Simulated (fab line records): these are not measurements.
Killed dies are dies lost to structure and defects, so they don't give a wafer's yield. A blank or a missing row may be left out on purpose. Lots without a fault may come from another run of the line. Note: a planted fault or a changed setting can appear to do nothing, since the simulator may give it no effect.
Problem report in the 8D (eight disciplines) form, filled by code :: flow gf180mcu :: the parts of the form that need people (team, actions taken, sign-off) are left out

## 1. WHAT WENT WRONG
At GF_POLY_GATE_PEB_08, heater-power-total-W averages 89.99 W over 2 wafers from 2 lots, while fault-free wafers read 85.70 W, standard deviation 0.08. Relative to the usual mean, that is a shift of +54 standard deviations.
The step: peb time 90 s.
First seen on wafer L696.6, day 10 11:07, on litho-track-03. Wafers with a number at this step in the record: 41, from 14 lots. Rule for "out" (also "out of limits"): further than 4 standard deviations from the usual mean. Any other wafer with a number is counted as sound.

## 2. WHAT IT IS; WHAT IT IS NOT
question: which readings at this step
is: heater-power-total-W
is not: chill-plate-temp-C

question: which lots
is: L696, L699
is not: L693, L694, L705, L706, L707, L708, L710, L711, L712, L713, L714, L715

question: which wafers of those lots
is: L696.6, L699.6
is not: L696.3, L696.5, L699.3

question: read on which tools
is: litho-track-03
is not: litho-track-01, litho-track-04

question: when
is: from day 10 11:07
is not: up to then (8 sound wafers); but 31 sound wafers of L699, L705, L706, L707, L708, L710, L711, L712, L713, L714, L715 came after

## 3. THE SUSPECTS, EACH WITH WHAT RULES IT OUT
Counting: a tool at a process step up to the reading stays a suspect if it ran every lot that is out. Sound lots after the first of them don't rule it out here, since some wafers of a struck lot are sound.
- litho-track-03 at GF_POLY_GATE_PEB_08 (peb time 90 s): kept. It ran every lot that is out, first L696 (day 10 11:07); its last sound lot up to then is L693 (day 9 12:18). Its own readings are out on those wafers: heater-power-total-W.
The count leaves litho-track-03 at GF_POLY_GATE_PEB_08.

## 4. THE CAUSE (what the simulator had put in)
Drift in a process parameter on litho-track-03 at GF_POLY_GATE_PEB_08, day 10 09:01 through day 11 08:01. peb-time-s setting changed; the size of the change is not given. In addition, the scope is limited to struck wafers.
After counting, this tool was the only one left.

## 5. THE CHAIN OF EFFECTS, in route order
Each row: a reading whose mean over the struck wafers that have a number lies more than 3 standard deviations from the usual. Readings are gone through only where the record gives a usual standard deviation; hours: the median, over the lots, of the time from a lot's start at the first step in this table giving one to that lot's start at this step; sigmas: the change measured in usual standard deviations.
hours: 0
step: GF_POLY_GATE_PEB_08
reading: heater-power-total-W
usual: 85.70 W
on struck wafers: 89.99
change: +4.29
sigmas: +54
Process steps it contains:
- GF_POLY_GATE_PEB_08: peb time 90 s.
Readings that are blank on the struck wafers while sound wafers have them: plate-temp-C at GF_POLY_GATE_PEB_08.
Later steps that measure or inspect, where all struck wafers having a row at the step show a number for every such reading and not one has moved that far: GF_PSD_CD_MEAS_07.

## 6. WHAT WOULD HAVE CAUGHT IT SOONER
First out-of-limits reading in this record: day 10 11:07, which is 2 hours after fault onset at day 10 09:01.
